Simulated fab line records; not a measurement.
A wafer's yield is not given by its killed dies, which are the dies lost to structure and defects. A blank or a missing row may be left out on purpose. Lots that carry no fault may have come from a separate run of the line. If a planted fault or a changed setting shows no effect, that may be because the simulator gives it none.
Which tool did it? | flow sky130 | 13 lots, 39 wafers sampled, at 3 steps of a route of 708

WHAT EACH GAUGE READ, for each wafer
SKY_FIELD_ISO_THK_MEAS_25.
lot  | measured    | on            | FIELD_ISO_CVD_24_THK (nm)
L625 | day 2 15:43 | film-metro-01 | 581 593 600
L627 | day 3 00:48 | film-metro-01 | 589 591 586
L630 | day 3 18:10 | film-metro-04 | 592 586 586
L631 | day 3 22:29 | film-metro-03 | 599 591 595
L632 | day 4 02:02 | film-metro-01 | 596 592 594
L636 | day 4 22:14 | film-metro-01 | 604 591 593
L637 | day 5 04:21 | film-metro-04 | 588 586 603
L639 | day 5 14:10 | film-metro-04 | 594 584 593
L643 | day 6 13:10 | film-metro-03 | 595 594 594
L644 | day 6 17:14 | film-metro-01 | 597 590 590
L645 | day 7 00:04 | film-metro-04 | 596 588 584
L646 | day 7 07:11 | film-metro-04 | 596 598 596
L647 | day 7 15:25 | film-metro-01 | 587 590 580

SKY_NWELL_RS_MEAS_31: uses a four-point probe to measure.
lot  | measured     | on            | PWDE_RS (ohm/sq)
L625 | day 5 19:28  | film-metro-02 | 5292 5288 5282
L627 | day 6 02:44  | film-metro-04 | 5269 5274 5266
L630 | day 7 00:59  | film-metro-04 | 5257 5268 5259
L631 | day 7 05:58  | film-metro-01 | 5289 5283 5283
L632 | day 7 10:25  | film-metro-01 | 5285 5266 5264
L636 | day 8 07:10  | film-metro-01 | 5293 5279 5278
L637 | day 8 15:28  | film-metro-02 | 5248 5244 5253
L639 | day 9 00:14  | film-metro-01 | 5287 5293 5304
L643 | day 10 09:08 | film-metro-02 | 5265 5268 5272
L644 | day 10 10:34 | film-metro-01 | 5293 5290 5289
L645 | day 11 06:10 | film-metro-04 | 5299 5283 5279
L646 | day 11 09:42 | film-metro-04 | 5237 5238 5251
L647 | day 11 13:34 | film-metro-01 | 5289 5277 5287

TOOL THAT RAN EACH LOT (tool first, then ch and the chambers of the sampled wafers, then the start)
lot  | SKY_NWELL_IMPLANT_12
L625 | implanter-01 ch 0, day 5 00:11
L627 | implanter-01 ch 0, day 5 07:55
L630 | implanter-04 ch 0, day 6 05:16
L631 | implanter-01 ch 0, day 6 09:59
L632 | implanter-04 ch 0, day 6 13:50
L636 | implanter-04 ch 0, day 7 10:53
L637 | implanter-01 ch 0, day 7 19:25
L639 | implanter-02 ch 0, day 8 03:49
L643 | implanter-02 ch 0, day 9 09:55
L644 | implanter-01 ch 0, day 9 11:11
L645 | implanter-02 ch 0, day 10 05:47
L646 | implanter-01 ch 0, day 10 08:46
L647 | implanter-04 ch 0, day 10 13:55
- SKY_NWELL_IMPLANT_12

WHAT THE TOOLS THEMSELVES READ (means of the sampled wafers that have a number; where no wafer has one, the mark that the record gives instead)
SKY_NWELL_IMPLANT_12.
lot  | tool         | beam-on-s (s) | dose-ions-cm2 | faraday-current-uA
L625 | implanter-01 | 9.96          | 1.3e+12       | 7.37
L627 | implanter-01 | 10.03         | 1.3e+12       | 7.30
L630 | implanter-04 | 9.67          | 1.3e+12       | 7.54
L631 | implanter-01 | 10.18         | 1.3e+12       | 7.21
L632 | implanter-04 | 9.98          | 1.4e+12       | 7.75
L636 | implanter-04 | 10.02         | 1.4e+12       | 7.69
L637 | implanter-01 | 9.89          | 1.3e+12       | 7.42
L639 | implanter-02 | 10.21         | 1.3e+12       | 7.19
L643 | implanter-02 | 10.18         | 1.3e+12       | 7.21
L644 | implanter-01 | 9.92          | 1.3e+12       | 7.38
L645 | implanter-02 | 9.96          | 1.3e+12       | 7.33
L646 | implanter-01 | 10.38         | 1.3e+12       | 7.05
L647 | implanter-04 | 10.19         | 1.3e+12       | 7.18

THE ANSWER, worked out from the rows above alone
Rule: the usual values come from the lots themselves. Put in order of their means at a reading, lots are off if they are a third of the lots or fewer, leave a main group of 4 or more, and stand apart from it by a gap of 3 or more times the standard deviation of the main group's means; of several such gaps the widest counts. The tables above print the reading to a certain number of digits; a main group whose means all agree to those digits is not used. Also off: a lot with no number at a reading for which 4 or more lots have one. Any other lot the step has rows for is counted as sound. Order of review: gauges by route order, followed by the tools' own readings, for which a lot's mean as printed above is used. At the first step where some lot is off, the reading lying furthest off is the one used; lots without a number count as furthest.
No lot is off on any of the readings shown, so nothing can be concluded from this.

WHAT HAD BEEN PUT IN BY THE SIMULATOR
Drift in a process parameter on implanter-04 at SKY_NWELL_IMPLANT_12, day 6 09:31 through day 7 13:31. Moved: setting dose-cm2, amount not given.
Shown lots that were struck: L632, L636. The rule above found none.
